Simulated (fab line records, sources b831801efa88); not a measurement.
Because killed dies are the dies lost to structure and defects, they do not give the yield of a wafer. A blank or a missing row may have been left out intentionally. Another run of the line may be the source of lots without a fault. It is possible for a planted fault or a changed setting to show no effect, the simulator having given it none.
Which tool is to blame? || flow sky130 || 15 lots with 45 wafers sampled at 2 steps, on a route of 708 steps

WHAT EACH GAUGE READ, for each wafer
SKY_VT_ADJUST_HVTR_TW_MEAS_11. Usual: VT_ADJUST_HVTR_TW typically reads 210.1, with standard deviation 2.8.
{"lot": "L602", "measured": "day 9 09:02", "on": "film-metro-03", "VT_ADJUST_HVTR_TW": "211.3 211.0 211.4", "flag": ""}
{"lot": "L604", "measured": "day 9 23:17", "on": "film-metro-04", "VT_ADJUST_HVTR_TW": "210.9 210.9 211.6", "flag": ""}
{"lot": "L606", "measured": "day 10 11:37", "on": "film-metro-04", "VT_ADJUST_HVTR_TW": "211.5 212.0 212.2", "flag": ""}
{"lot": "L607", "measured": "day 10 20:47", "on": "film-metro-04", "VT_ADJUST_HVTR_TW": "212.8 212.6 213.0", "flag": ""}
{"lot": "L608", "measured": "day 11 03:55", "on": "film-metro-01", "VT_ADJUST_HVTR_TW": "206.6 207.0 207.9", "flag": ""}
{"lot": "L609", "measured": "day 11 05:50", "on": "film-metro-03", "VT_ADJUST_HVTR_TW": "211.2 212.0 212.3", "flag": ""}
{"lot": "L610", "measured": "day 11 15:08", "on": "film-metro-03", "VT_ADJUST_HVTR_TW": "210.9 211.3 212.6", "flag": ""}
{"lot": "L611", "measured": "day 12 04:54", "on": "film-metro-04", "VT_ADJUST_HVTR_TW": "262.2 261.2 262.4", "flag": "OFF"}
{"lot": "L615", "measured": "day 13 10:26", "on": "film-metro-01", "VT_ADJUST_HVTR_TW": "251.9 251.5 253.2", "flag": "OFF"}
{"lot": "L618", "measured": "day 14 07:37", "on": "film-metro-03", "VT_ADJUST_HVTR_TW": "212.6 212.4 211.8", "flag": ""}
{"lot": "L619", "measured": "day 14 21:22", "on": "film-metro-03", "VT_ADJUST_HVTR_TW": "212.5 212.9 212.0", "flag": ""}
{"lot": "L620", "measured": "day 14 22:25", "on": "film-metro-01", "VT_ADJUST_HVTR_TW": "254.0 253.7 252.9", "flag": "OFF"}
{"lot": "L622", "measured": "day 15 16:19", "on": "film-metro-01", "VT_ADJUST_HVTR_TW": "208.2 207.8 209.1", "flag": ""}
{"lot": "L623", "measured": "day 16 02:01", "on": "film-metro-01", "VT_ADJUST_HVTR_TW": "209.7 210.5 210.4", "flag": ""}
{"lot": "L625", "measured": "day 16 15:47", "on": "film-metro-03", "VT_ADJUST_HVTR_TW": "211.9 211.7 210.0", "flag": ""}

TOOL THAT RAN EACH LOT (tool first, then ch and the chambers of the sampled wafers, then the start)
{"lot": "L602", "SKY_VT_ADJUST_HVTR_IMPLANT_09": "implanter-01 ch 0, day 9 08:47"}
{"lot": "L604", "SKY_VT_ADJUST_HVTR_IMPLANT_09": "implanter-03 ch 0, day 9 23:02"}
{"lot": "L606", "SKY_VT_ADJUST_HVTR_IMPLANT_09": "implanter-03 ch 0, day 10 11:23"}
{"lot": "L607", "SKY_VT_ADJUST_HVTR_IMPLANT_09": "implanter-02 ch 0, day 10 20:34"}
{"lot": "L608", "SKY_VT_ADJUST_HVTR_IMPLANT_09": "implanter-02 ch 0, day 11 03:40"}
{"lot": "L609", "SKY_VT_ADJUST_HVTR_IMPLANT_09": "implanter-02 ch 0, day 11 05:38"}
{"lot": "L610", "SKY_VT_ADJUST_HVTR_IMPLANT_09": "implanter-01 ch 0, day 11 14:53"}
{"lot": "L611", "SKY_VT_ADJUST_HVTR_IMPLANT_09": "implanter-02 ch 0, day 12 04:02"}
{"lot": "L615", "SKY_VT_ADJUST_HVTR_IMPLANT_09": "implanter-02 ch 0, day 13 09:53"}
{"lot": "L618", "SKY_VT_ADJUST_HVTR_IMPLANT_09": "implanter-01 ch 0, day 14 07:23"}
{"lot": "L619", "SKY_VT_ADJUST_HVTR_IMPLANT_09": "implanter-03 ch 0, day 14 21:07"}
{"lot": "L620", "SKY_VT_ADJUST_HVTR_IMPLANT_09": "implanter-01 ch 0, day 14 21:46"}
{"lot": "L622", "SKY_VT_ADJUST_HVTR_IMPLANT_09": "implanter-02 ch 0, day 15 16:04"}
{"lot": "L623", "SKY_VT_ADJUST_HVTR_IMPLANT_09": "implanter-01 ch 0, day 16 01:48"}
{"lot": "L625", "SKY_VT_ADJUST_HVTR_IMPLANT_09": "implanter-03 ch 0, day 16 15:32"}
- SKY_VT_ADJUST_HVTR_IMPLANT_09

AS READ BY THE TOOLS THEMSELVES (means over the sampled wafers that have a number; for cases with no such wafer, the mark the record gives instead)
The record holds no such reading with a usual standard deviation.

THE ANSWER, worked out from the rows above alone
Rule: lot off if the mean of its wafers having a number is beyond 3 standard deviations from the usual mean. A lot without any number at a reading at which 4 lots or more have one is off too. Where the step has rows for the other lots, those lots are counted as sound. Order of review: gauges by route order, followed by the tools' own readings, for which a lot's mean as printed above is used. The first step at which some lot is off is used, and at that step the reading that is off furthest; a lot without a number counts as furthest.
Off: L611, L615, L620, at SKY_VT_ADJUST_HVTR_TW_MEAS_11 (VT_ADJUST_HVTR_TW).
A tool fits if, at a process step before that reading, it ran every lot that is off, and no sound lot after the first of them. Gauges at SKY_VT_ADJUST_HVTR_TW_MEAS_11: tried the same way as those tools. Of those tried, none fits.

WHAT HAD BEEN PUT IN BY THE SIMULATOR
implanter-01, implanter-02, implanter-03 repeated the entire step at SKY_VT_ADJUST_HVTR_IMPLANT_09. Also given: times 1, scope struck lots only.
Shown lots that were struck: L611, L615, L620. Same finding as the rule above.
